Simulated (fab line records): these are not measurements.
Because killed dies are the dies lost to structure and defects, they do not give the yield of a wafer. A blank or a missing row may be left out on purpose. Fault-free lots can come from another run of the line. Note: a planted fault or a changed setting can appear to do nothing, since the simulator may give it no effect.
Chamber matching    flow sky130    SKY_VIA2_CMP_02 on cmp-02: 4 sister chambers
The step polishes SiO2. 4 wafers are shown with their chamber, then 12 later ones without.

== WAFERS PAIRED WITH THEIR CHAMBERS ==
wafer   chamber  motor_current_A (A)
L083.4  3        10.7
L091.3  0        10.2
L091.4  1        12.8
L091.5  2        13.4

== WAFERS WITH NO CHAMBER GIVEN ==
wafer   motor_current_A (A)
L093.1  10.4
L093.2  10.3
L093.6  10.4
L094.1  10.3
L094.3  14.4
L094.6  13.4
L095.1  10.1
L095.3  12.4
L095.5  12.8
L096.3  13.9
L096.5  13.5
L096.6  10.7

== EACH ONE'S CHAMBER ==
wafer   from the rows above      in truth
L093.1  can't be placed: 0 or 3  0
L093.2  can't be placed: 0 or 3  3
L093.6  can't be placed: 0 or 3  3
L094.1  can't be placed: 0 or 3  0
L094.3  can't be placed: 2 or 1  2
L094.6  can't be placed: 2 or 1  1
L095.1  can't be placed: 0 or 3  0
L095.3  can't be placed: 1 or 2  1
L095.5  can't be placed: 1 or 2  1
L096.3  can't be placed: 2 or 1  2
L096.5  can't be placed: 2 or 1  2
L096.6  can't be placed: 3 or 0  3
0 of 12 placed correctly. Can't be placed from these rows: 12 (the true chamber is among the candidates in 12). Number placed wrongly: 0.
How it was worked out, from the rows above alone: a wafer's distance from a chamber is the root of the sum, over the readings, of the square of ((its reading less the chamber's mean) divided by the reading's scatter). The wafer belongs to the nearest chamber; if the next one is less than 2 further off, it can't be placed. For every chamber, the mean is computed from those of its wafers that are shown. The scatter (one wafer shown for each chamber): square how far every hidden wafer sits from the nearest shown wafer, average those squares and take the square root.
